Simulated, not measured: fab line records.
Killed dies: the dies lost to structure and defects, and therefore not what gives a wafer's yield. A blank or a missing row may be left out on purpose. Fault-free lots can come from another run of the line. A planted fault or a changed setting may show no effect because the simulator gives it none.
fab line records ; flow sky130
record lots=6; wafers=18; last-day=50
route steps=708 shown LI_CONTACT@371 LOCAL_INTERCONNECT@387 PAD_OPEN@708
lots with no fault: from the same line, run without faults
start-h: the number of hours between the record's first day and the start of the first shown wafer of the lot ; wait-h: hours from the lot's prior step to this one ; " identical to the entry in the row above ; L1.1+2: several wafers, shown together as one row ; - either no value or no given start ; * or withheld: withheld ; < > ~ a bound
route shown NAME@n: names a module that has steps shown in the file, with the first one's number in the route ; usual: mean and standard deviation over wafers with no fault ; same: alike in all rows ; chamber/n: place in a boat ; sites: per-site readings ; _std_site: how widely they spread, as a standard deviation ; _edge_site: inner sites' mean taken away from outer sites' mean ; radius-mm: for every site, how far away it sits from the centre of the wafer ; mask NAME#n: copy n ; behind: the tool/chamber that last shaped the wafer ; hold: why the lot was held/for how many hours/how that ended ; device: names the non-switching transistor (n, p or np) ; end of line: tests run on the same wafers once the route is complete ; a step without rows: its recipe alone ; killed: at the first sort, the dies lost to defects and structure; wafer yield is something else ; map: a wafer's dies, marking killed ones x, the rest . and places with no die _
set.NAME: setting as actually run; set.NAME@STEP: the setting as run at that earlier step ; model.NAME: the simulator's own value behind a step, which no gauge read
lots seen at some steps along the route; tables by step, rows by wafer
services: when a tool's chamber went out of use (start-h, in hours from the record's first day, below 0 if earlier), for how many hours, and the reason
## steps
# step SKY_LI_CONTACT_EXPOSE_09
# recipe mask-id=LICM1; na=0.8; source-shape=annular; sigma-inner=0.55; sigma-outer=0.85; target-cd-nm=170; dose-mj=38
# step SKY_LI_CONTACT_PEB_10
# recipe peb-temp-c=withheld; peb-time-s=withheld; resist=KrF-thick
# step SKY_LI_CONTACT_DEVELOP_11
# recipe develop-time-s=60; resist=KrF-thick; dev-temp-c=21
# step SKY_LI_CONTACT_CD_MEAS_12
# recipe target-cd-nm=170
# usual cd-nm=170.4/1.3
lot.wafer;tool;chamber;start-h;wait-h;cd-nm
L846.3;cd-sem-01;-;713.93;-;170.1
L846.4;cd-sem-01;-;713.93;-;171.9
L846.6;cd-sem-01;-;713.93;-;171.1
L848.2;cd-sem-02;-;722.01;-;169.8
L848.3;cd-sem-02;-;722.01;-;169.3
L848.6;cd-sem-02;-;722.01;-;168.9
L852.3;cd-sem-02;-;749.09;-;169.4
L852.4;cd-sem-02;-;749.09;-;169.1
L852.6;cd-sem-02;-;749.09;-;168.8
L863.1;cd-sem-02;-;830.74;-;171.9
L863.4;cd-sem-02;-;830.74;-;171.7
L863.5;cd-sem-02;-;830.74;-;171.2
L864.2;cd-sem-01;-;833.52;-;171.6
L864.4;cd-sem-01;-;833.52;-;171.6
L864.6;cd-sem-01;-;833.52;-;171.3
L865.1;cd-sem-02;-;844.59;-;170.5
L865.4;cd-sem-02;-;844.59;-;168.3
L865.6;cd-sem-02;-;844.59;-;169.7
# step SKY_LI_CONTACT_OVL_MEAS_13
# usual LI_CONTACT_OVL=-4/5.5
lot.wafer;tool;chamber;start-h;wait-h;LI_CONTACT_OVL[nm]
L846.3;overlay-01;-;714.03;0.1;-20
L846.4;overlay-01;-;714.03;0.1;-10
L846.6;overlay-01;-;714.03;0.1;-9
L848.2;overlay-01;-;722.12;0.1;9
L848.3;overlay-01;-;722.12;0.1;-6
L848.6;overlay-01;-;722.12;0.1;3
L852.3;overlay-02;-;749.18;0.1;-4
L852.4;overlay-02;-;749.18;0.1;3
L852.6;overlay-02;-;749.18;0.1;-3
L863.1;overlay-01;-;830.86;0.1;-10
L863.4;overlay-01;-;830.86;0.1;-8
L863.5;overlay-01;-;830.86;0.1;-14
L864.2;overlay-01;-;833.63;0.1;-5
L864.4;overlay-01;-;833.63;0.1;-4
L864.6;overlay-01;-;833.63;0.1;-6
L865.1;overlay-01;-;844.71;0.1;-4
L865.4;overlay-01;-;844.71;0.1;-5
L865.6;overlay-01;-;844.71;0.1;-3
# step SKY_LI_CONTACT_ETCH_14
# recipe chemistry=N2/H2; target=BARC; ion-energy-ev=200; source-w=500; bias-w=100; pressure-mtorr=30; n2-flow-sccm=100; h2-flow-sccm=200; stop-on=SiO2; time-s=45.9; target-depth-a=600
# usual bias-w=100.0/0.34; drypump-motor-current-A=5.8/0.49; oes-product-au=0.855/0.0047; throttle-valve-pct=13.225/0.0092
lot.wafer;tool;chamber;start-h;wait-h;bias-w;drypump-motor-current-A;oes-product-au;rf-hours-counter-h;throttle-valve-pct
L846.3;rie-diel-03;2;714.05;0.0;100.2;6.4;0.863;13;13.228
L846.4;rie-diel-03;0;714.05;0.0;99.9;6.0;0.856;5;13.227
L846.6;rie-diel-03;1;714.05;0.0;99.5;5.3;0.851;-;13.232
L848.2;rie-diel-04;0;722.15;0.0;100.6;4.9;0.860;34;13.239
L848.3;rie-diel-04;3;722.15;0.0;100.6;5.4;0.860;13;13.230
L848.6;rie-diel-04;0;722.15;0.0;100.1;4.9;0.859;-;13.235
L852.3;rie-diel-01;3;749.21;0.0;99.9;6.4;0.858;31;13.227
L852.4;rie-diel-01;3;749.21;0.0;100.3;6.4;0.849;-;13.218
L852.6;rie-diel-01;2;749.21;0.0;100.3;5.3;0.848;-;13.218
L863.1;rie-diel-01;2;830.90;0.0;99.7;5.3;0.862;13;13.223
L863.4;rie-diel-01;0;830.90;0.0;100.3;5.7;0.860;-;13.221
L863.5;rie-diel-01;1;830.90;0.0;99.9;6.4;0.853;-;13.231
L864.2;rie-diel-04;3;833.66;0.0;100.2;5.4;0.855;15;13.223
L864.4;rie-diel-04;2;833.66;0.0;100.0;5.7;0.849;-;13.210
L864.6;rie-diel-04;1;833.66;0.0;100.0;6.0;0.857;-;13.231
L865.1;rie-diel-04;0;844.75;0.0;100.0;5.0;0.860;0;13.232
L865.4;rie-diel-04;1;844.75;0.0;99.6;6.0;0.851;6;13.220
L865.6;rie-diel-04;2;844.75;0.0;99.8;5.7;0.856;-;13.239
# step SKY_LI_CONTACT_ETCH_15
# recipe target=PSG; chemistry=C4F8/O2/Ar; stop-on=Si; taper-deg=4.15; mask-material=KrF-thick; source-w=1500; bias-w=1200; pressure-mtorr=40; c4f8-flow-sccm=withheld; O2_flow_sccm=6; Ar_flow_sccm=300; time-s=withheld; target-depth-a=6000
# usual bias-w=1200/3.2; oes-product-au=0.837/0.0042
lot.wafer;tool;chamber;start-h;wait-h;bias-w;oes-product-au
L846.3;rie-diel-03;2;714.09;0.0;1196;0.839
L846.4;rie-diel-03;0;714.09;0.0;1201;0.841
L846.6;rie-diel-03;1;714.09;0.0;1201;0.843
L848.2;rie-diel-04;0;722.19;0.0;1198;0.828
L848.3;rie-diel-04;3;722.19;0.0;1195;0.842
L848.6;rie-diel-04;0;722.19;0.0;1193;0.827
L852.3;rie-diel-01;3;749.25;0.0;1200;0.840
L852.4;rie-diel-01;3;749.25;0.0;1206;0.839
L852.6;rie-diel-01;2;749.25;0.0;1200;0.838
L863.1;rie-diel-01;2;830.94;0.0;1200;0.829
L863.4;rie-diel-01;0;830.94;0.0;1200;0.837
L863.5;rie-diel-01;1;830.94;0.0;1207;0.839
L864.2;rie-diel-04;3;833.70;0.0;1209;0.845
L864.4;rie-diel-04;2;833.70;0.0;1203;0.836
L864.6;rie-diel-04;1;833.70;0.0;1205;0.834
L865.1;rie-diel-04;0;844.79;0.0;1204;0.837
L865.4;rie-diel-04;1;844.79;0.0;1200;0.836
L865.6;rie-diel-04;2;844.79;0.0;1200;0.834
# step SKY_LI_CONTACT_STRIP_16
# recipe chemistry=O2/N2; power-w=1400; pressure-mtorr=1500; platen-temp-c=withheld; o2-flow-sccm=3000; n2-flow-sccm=300; overash-fraction=0.5
# step SKY_LI_CONTACT_CLEAN_17
# recipe chemistry=NMP; time-s=600; temp-c=60; dry=n2-spin
# step SKY_LI_CONTACT_PRE_CLEAN_18
# recipe gas=Ar; time-s=5.6; bias-v=358
# step SKY_LI_CONTACT_SPUTTER_19
# recipe material=Ti; target-thk-nm=20; chamber-pressure-pa=5; power-w=2500; substrate-temp-c=200; time-s=106.37
# usual substrate-temp-c=200.02/0.16; throttle-valve-pct=30.4/0.97
lot.wafer;tool;chamber;start-h;wait-h;substrate-temp-c;throttle-valve-pct
L846.3;pvd-sputter-03;-;714.49;0.0;200.06;30.4
L846.4;pvd-sputter-03;-;714.49;0.0;199.98;31.9
L846.6;pvd-sputter-03;-;714.49;0.0;200.12;31.8
L848.2;pvd-sputter-04;-;722.78;0.0;200.05;30.8
L848.3;pvd-sputter-04;-;722.78;0.0;200.05;29.3
L848.6;pvd-sputter-04;-;722.78;0.0;199.76;29.5
L852.3;pvd-sputter-04;-;749.80;0.0;200.14;30.8
L852.4;pvd-sputter-04;-;749.80;0.0;200.41;30.3
L852.6;pvd-sputter-04;-;749.80;0.0;199.92;29.1
L863.1;pvd-sputter-04;-;831.53;0.0;200.18;31.2
L863.4;pvd-sputter-04;-;831.53;0.0;200.28;30.9
L863.5;pvd-sputter-04;-;831.53;0.0;199.88;31.2
L864.2;pvd-sputter-03;-;834.11;0.0;200.15;31.3
L864.4;pvd-sputter-03;-;834.11;0.0;200.35;31.0
L864.6;pvd-sputter-03;-;834.11;0.0;199.92;31.8
L865.1;pvd-sputter-02;-;845.21;0.0;200.20;28.7
L865.4;pvd-sputter-02;-;845.21;0.0;200.12;29.7
L865.6;pvd-sputter-02;-;845.21;0.0;199.89;29.0
# step SKY_LI_CONTACT_SPUTTER_20
# recipe material=TiN; target-thk-nm=20; chamber-pressure-pa=5; power-w=4000; time-s=80
# usual throttle-valve-pct=30.4/0.96
lot.wafer;tool;chamber;start-h;wait-h;throttle-valve-pct
L846.3;pvd-sputter-03;-;714.56;0.0;30.7
L846.4;pvd-sputter-03;-;714.56;0.0;31.7
L846.6;pvd-sputter-03;-;714.56;0.0;31.5
L848.2;pvd-sputter-04;-;722.85;0.0;31.0
L848.3;pvd-sputter-04;-;722.85;0.0;29.1
L848.6;pvd-sputter-04;-;722.85;0.0;29.3
L852.3;pvd-sputter-04;-;749.88;0.0;30.7
L852.4;pvd-sputter-04;-;749.88;0.0;30.6
L852.6;pvd-sputter-04;-;749.88;0.0;29.2
L863.1;pvd-sputter-04;-;831.61;0.0;31.1
L863.4;pvd-sputter-04;-;831.61;0.0;30.9
L863.5;pvd-sputter-04;-;831.61;0.0;30.8
L864.2;pvd-sputter-03;-;834.18;0.0;31.6
L864.4;pvd-sputter-03;-;834.18;0.0;31.0
L864.6;pvd-sputter-03;-;834.18;0.0;31.7
L865.1;pvd-sputter-02;-;845.28;0.0;29.1
L865.4;pvd-sputter-02;-;845.28;0.0;29.9
L865.6;pvd-sputter-02;-;845.28;0.0;28.8
# step SKY_LI_CONTACT_CVD_21
# recipe material=W; target-thk-nm=400; time-s=120.56; temp-c=400; pressure-torr=40
# usual chamber-pressure-Torr=40.00/0.087; heater-power-w=910/75; susceptor-temp-C=399.97/0.25
lot.wafer;tool;chamber;start-h;wait-h;chamber-pressure-Torr;heater-power-w;susceptor-temp-C;model.W_of_LI_CONTACT_CVD_21.thk-nm
L846.3;cvd-w-01;1;714.67;0.1;40.02;794;400.15;394.9
L846.4;cvd-w-01;0;714.67;0.1;40.12;903;400.09;399.8
L846.6;cvd-w-01;0;714.67;0.1;40.17;879;399.89;397.2
L848.2;cvd-w-01;1;722.92;0.0;40.09;740;383.96;291.5
L848.3;cvd-w-01;1;722.92;0.0;40.07;731;384.04;298.2
L848.6;cvd-w-01;0;722.92;0.0;39.97;779;384.02;293.8
L852.3;cvd-w-01;1;749.98;0.1;39.94;737;384.19;301.1
L852.4;cvd-w-01;0;749.98;0.1;40.09;798;384.37;299.5
L852.6;cvd-w-01;0;749.98;0.1;40.02;798;384.81;300.8
L863.1;cvd-w-01;1;831.67;0.0;39.93;826;400.22;396.2
L863.4;cvd-w-01;1;831.67;0.0;40.06;848;400.33;398.5
L863.5;cvd-w-01;0;831.67;0.0;40.02;885;399.92;395
L864.2;cvd-w-01;0;834.24;0.0;40.05;875;399.81;393.5
L864.4;cvd-w-01;1;834.24;0.0;39.99;822;400.23;396.5
L864.6;cvd-w-01;1;834.24;0.0;40.05;843;399.96;392.2
L865.1;cvd-w-01;1;845.34;0.0;39.96;814;399.67;399.8
L865.4;cvd-w-01;0;845.34;0.0;40.10;864;399.57;402.1
L865.6;cvd-w-01;1;845.34;0.0;39.99;806;399.62;397.8
# step SKY_LI_CONTACT_RS_MEAS_22
# recipe thk-meas-gauge=four-point-probe; reads=W_of_LI_CONTACT_CVD_21+TiN_of_LI_CONTACT_SPUTTER_20+Ti_of_LI_CONTACT_SPUTTER_19
# usual LI_CONTACT_W_RS=0.2849/0.0026
lot.wafer;tool;chamber;start-h;wait-h;LI_CONTACT_W_RS[ohm/sq]
L846.3;film-metro-03;-;714.79;0.1;0.2876
L846.4;film-metro-03;-;714.79;0.1;0.2842
L846.6;film-metro-03;-;714.79;0.1;0.2859
L848.2;film-metro-03;-;723.06;0.1;0.3908
L848.3;film-metro-03;-;723.06;0.1;0.3812
L848.6;film-metro-03;-;723.06;0.1;0.3866
L852.3;film-metro-01;-;750.11;0.1;0.3787
L852.4;film-metro-01;-;750.11;0.1;0.3810
L852.6;film-metro-01;-;750.11;0.1;0.3787
L863.1;film-metro-01;-;831.79;0.1;0.2877
L863.4;film-metro-01;-;831.79;0.1;0.2862
L863.5;film-metro-01;-;831.79;0.1;0.2883
L864.2;film-metro-04;-;834.39;0.1;0.2897
L864.4;film-metro-04;-;834.39;0.1;0.2878
L864.6;film-metro-04;-;834.39;0.1;0.2903
L865.1;film-metro-03;-;845.47;0.1;0.2842
L865.4;film-metro-03;-;845.47;0.1;0.2822
L865.6;film-metro-03;-;845.47;0.1;0.2860
# step SKY_LI_CONTACT_THK_MEAS_23
# recipe thk-meas-gauge=xrf; reads=W_of_LI_CONTACT_CVD_21
# usual LI_CONTACT_W_THK=399/5.8
lot.wafer;tool;chamber;start-h;wait-h;LI_CONTACT_W_THK[nm]
L846.3;film-metro-03;-;714.89;0.1;387
L846.4;film-metro-03;-;714.89;0.1;395
L846.6;film-metro-03;-;714.89;0.1;391
L848.2;film-metro-03;-;723.17;0.1;290
L848.3;film-metro-03;-;723.17;0.1;298
L848.6;film-metro-03;-;723.17;0.1;294
L852.3;film-metro-01;-;750.21;0.1;303
L852.4;film-metro-01;-;750.21;0.1;301
L852.6;film-metro-01;-;750.21;0.1;301
L863.1;film-metro-01;-;831.91;0.1;392
L863.4;film-metro-01;-;831.91;0.1;395
L863.5;film-metro-01;-;831.91;0.1;391
L864.2;film-metro-04;-;834.50;0.1;393
L864.4;film-metro-04;-;834.50;0.1;394
L864.6;film-metro-04;-;834.50;0.1;391
L865.1;film-metro-03;-;845.59;0.1;398
L865.4;film-metro-03;-;845.59;0.1;402
L865.6;film-metro-03;-;845.59;0.1;395
# step SKY_LI_CONTACT_CMP_24
# recipe stop-on=PSG; t-overpolish-s=20; down-force-psi=3.5; platen-rpm=60; target-thk-nm=0; pad-velocity-m-s=0.94248
# usual motor-current-A=11.0/1.2; retaining-ring-pressure-frac=1.000/0.0049; slurry-flow-ml-min=150.1/0.46; time-to-endpoint-s=97/3.3
lot.wafer;tool;chamber;start-h;wait-h;motor-current-A;retaining-ring-pressure-frac;slurry-flow-ml-min;time-to-endpoint-s
L846.3;cmp-02;0;714.93;0.0;14.5;0.999;151.2;101
L846.4;cmp-02;1;714.93;0.0;10.4;1.008;149.6;97
L846.6;cmp-02;0;714.93;0.0;13.5;1.000;150.5;102
L848.2;cmp-01;2;723.22;0.0;10.8;1.006;149.6;73
L848.3;cmp-01;3;723.22;0.0;11.4;0.999;150.1;75
L848.6;cmp-01;2;723.22;0.0;10.8;1.001;149.1;71
L852.3;cmp-01;2;750.30;0.1;10.5;1.001;150.4;74
L852.4;cmp-01;3;750.30;0.1;11.1;1.008;151.0;73
L852.6;cmp-01;2;750.30;0.1;10.7;1.002;149.9;74
L863.4;cmp-01;2;831.97;0.0;10.8;0.999;150.5;97
L863.1;cmp-01;0;831.97;0.0;10.9;0.991;149.9;98
L863.5;cmp-01;2;831.97;0.0;10.6;0.999;150.4;98
L864.4;cmp-01;2;834.55;0.0;10.6;0.997;149.7;97
L864.2;cmp-01;3;834.55;0.0;10.8;1.002;149.8;96
L864.6;cmp-01;2;834.55;0.0;11.0;1.001;149.9;93
L865.4;cmp-01;3;845.65;0.0;10.9;0.998;150.3;96
L865.1;cmp-01;0;845.65;0.0;10.5;0.999;150.5;98
L865.6;cmp-01;0;845.65;0.0;11.3;1.007;150.5;93
# step SKY_LOCAL_INTERCONNECT_SPUTTER_00
# recipe material=TiN; target-thk-nm=100; temp-c=300; power-w=6500; time-s=83.3; chamber-pressure-pa=0.4
# usual substrate-temp-c=300.01/0.18; throttle-valve-pct=30.3/0.94
lot.wafer;tool;chamber;start-h;wait-h;substrate-temp-c;throttle-valve-pct
L846.3;pvd-sputter-03;-;715.23;0.2;300.35;31.5
L846.4;pvd-sputter-03;-;715.23;0.2;300.09;30.5
L846.6;pvd-sputter-03;-;715.23;0.2;300.05;31.8
L848.2;pvd-sputter-04;-;723.52;0.2;299.96;31.1
L848.3;pvd-sputter-04;-;723.52;0.2;299.96;30.8
L848.6;pvd-sputter-04;-;723.52;0.2;299.68;30.9
L852.3;pvd-sputter-03;-;750.55;0.2;300.06;32.0
L852.4;pvd-sputter-03;-;750.55;0.2;299.94;30.6
L852.6;pvd-sputter-03;-;750.55;0.2;300.25;31.7
L863.1;pvd-sputter-04;-;832.27;0.1;300.01;30.9
L863.4;pvd-sputter-04;-;832.27;0.1;300.15;30.7
L863.5;pvd-sputter-04;-;832.27;0.1;299.84;31.0
L864.2;pvd-sputter-04;-;834.85;0.2;299.74;29.1
L864.4;pvd-sputter-04;-;834.85;0.2;299.89;30.9
L864.6;pvd-sputter-04;-;834.85;0.2;299.79;29.3
L865.1;pvd-sputter-03;-;845.95;0.2;299.78;31.6
L865.4;pvd-sputter-03;-;845.95;0.2;299.69;32.0
L865.6;pvd-sputter-03;-;845.95;0.2;300.04;31.7
# step SKY_PAD_OPEN_PROBE_99
# usual killed_at_M0_to_M3=43/6.8; killed_at_M4_up=3.2/1.7; killed-at-contacts=24/5.7; killed-at-front-end=16/4.3; killed-at-other=0.3/0.56; killed-dies=86/9.5; killed-open=47/6.9; killed-short=39/5.8
# same gross-dies=492; killed-at-back-side=0
lot.wafer;tool;chamber;start-h;wait-h;killed_at_M0_to_M3;killed_at_M4_up;killed-at-contacts;killed-at-front-end;killed-at-other;killed-dies;killed-open;killed-short
L846.3;prober-02;-;1102.64;0.2;31;5;23;24;1;84;42;42
L846.4;prober-02;-;1102.69;0.2;50;2;16;19;0;87;41;46
L846.6;prober-02;-;1102.79;0.2;39;4;21;13;0;77;44;33
L864.2;prober-02;-;1188.57;0.1;46;5;19;19;0;89;57;32
L864.4;prober-02;-;1188.67;0.2;41;1;16;16;0;74;36;38
L864.6;prober-02;-;1188.77;0.2;54;3;18;19;0;94;46;48
# killed by level:class
L846.3 VIA2:geometric-particle:open=10 FIELD_ISO:geometric-particle:short=8 CONTACT:geometric-particle:open=8 FIELD_ISO:geometric-particle:open=7 LI_CONTACT:geometric-particle:open=5 CONTACT:geometric-particle:short=5 METAL4:geometric-particle:short=5 POLY_GATE:geometric-particle:short=4
L846.4 VIA3:geometric-particle:open=11 POLY_GATE:geometric-particle:short=9 VIA1:geometric-particle:open=7 METAL1:geometric-particle:short=6 VIA1:geometric-particle:short=6 CONTACT:geometric-particle:short=5 CONTACT:geometric-particle:open=5 METAL2:geometric-particle:short=5
L846.6 VIA1:geometric-particle:open=8 CONTACT:geometric-particle:open=7 VIA2:geometric-particle:open=6 VIA3:geometric-particle:open=6 FIELD_ISO:geometric-particle:open=5 VIA1:geometric-particle:short=5 LI_CONTACT:geometric-particle:open=4 CONTACT:geometric-particle:short=4
L864.2 VIA1:geometric-particle:open=16 LI_CONTACT:geometric-particle:open=8 VIA3:geometric-particle:open=8 METAL2:geometric-particle:short=7 FIELD_ISO:geometric-particle:open=5 POLY_GATE:geometric-particle:open=5 CONTACT:geometric-particle:short=5 POLY_GATE:geometric-particle:short=4
L864.4 VIA1:geometric-particle:open=10 VIA3:geometric-particle:open=7 FIELD_ISO:geometric-particle:short=6 METAL1:geometric-particle:short=6 FIELD_ISO:geometric-particle:open=4 CONTACT:geometric-particle:open=4 LI_CONTACT:geometric-particle:short=3 LI_CONTACT:geometric-particle:open=3
L864.6 METAL2:geometric-particle:short=12 VIA1:geometric-particle:open=11 LI_CONTACT:geometric-particle:open=9 FIELD_ISO:geometric-particle:short=5 FIELD_ISO:geometric-particle:open=5 VIA2:geometric-particle:short=5 METAL3:geometric-particle:short=5 VIA3:geometric-particle:open=5
## services
tool;chamber;start-h;hours;kind
rie-diel-04;2;692.67;9.4;repair
pvd-sputter-02;-;693.41;0.6;repair
pvd-sputter-02;-;706.61;0.7;repair
rie-diel-04;-;729.41;0.3;repair
cmp-02;-;740.48;4.0;repair
cmp-02;-;744.47;4.0;pm
rie-diel-03;2;746.47;7.1;repair
rie-diel-03;-;757.53;4.3;pm
pvd-sputter-02;-;763.99;2.8;repair
rie-diel-04;0;771.80;8.2;repair
cmp-01;-;772.75;6.6;pm
rie-diel-03;2;778.82;1.6;repair
cmp-01;-;785.66;0.7;repair
rie-diel-01;2;791.27;10.2;repair
rie-diel-03;-;798.36;14.6;pm
rie-diel-04;0;810.69;2.5;repair
rie-diel-04;0;813.15;-;clean
rie-diel-04;0;813.15;21.8;scheduled-down
cmp-01;-;820.77;0.5;repair
pvd-sputter-04;2;830.43;-;consumable-replace:kit
pvd-sputter-04;2;830.43;18.0;scheduled-down
pvd-sputter-04;2;830.43;18.0;vent-cycle
pvd-sputter-03;-;830.85;1.2;repair
cmp-02;-;838.25;2.7;repair
## key
first-sign step=SKY_LI_CONTACT_CVD_21; reading=susceptor-temp-C; direction=down; sigmas=63; usual=*; struck=*
effect step=SKY_LI_CONTACT_CVD_21; reading=heater-power-w; direction=down; sigmas=1.9; usual=*; struck=*
effect step=SKY_LI_CONTACT_RS_MEAS_22; reading=LI_CONTACT_W_RS; direction=up; sigmas=38; usual=0.2849; struck=0.3829
effect step=SKY_LI_CONTACT_THK_MEAS_23; reading=LI_CONTACT_W_THK; direction=down; sigmas=17; usual=399; struck=298
effect step=SKY_LI_CONTACT_CMP_24; reading=time-to-endpoint-s; direction=down; sigmas=7.2; usual=*; struck=*
model-effect step=SKY_LI_CONTACT_CVD_21; value=W_of_LI_CONTACT_CVD_21.thk-nm; without=398.8; struck=297.5
met-at SKY_LI_CONTACT_CVD_21
struck-wafers L848.2,L848.3,L848.6,L852.3,L852.4,L852.6
tester-left-out L848,L852
onset-between 714.67 722.92
fault kind=process-parameter-drift; tool=cvd-w-01; chamber=-; onset-h=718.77; steps=SKY_LI_CONTACT_CVD_21; channel=temp-c; offset=*; shape=step; end-h=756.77; acts-in=*; stated=*
# tester-left-out: of these lots the tester's yield and bins aren't shown, on N5 and GAA mostly nor the transistor test; their killed dies are dies lost to structure and defects alone, not to doping, threshold or leakage, so they don't give the yield
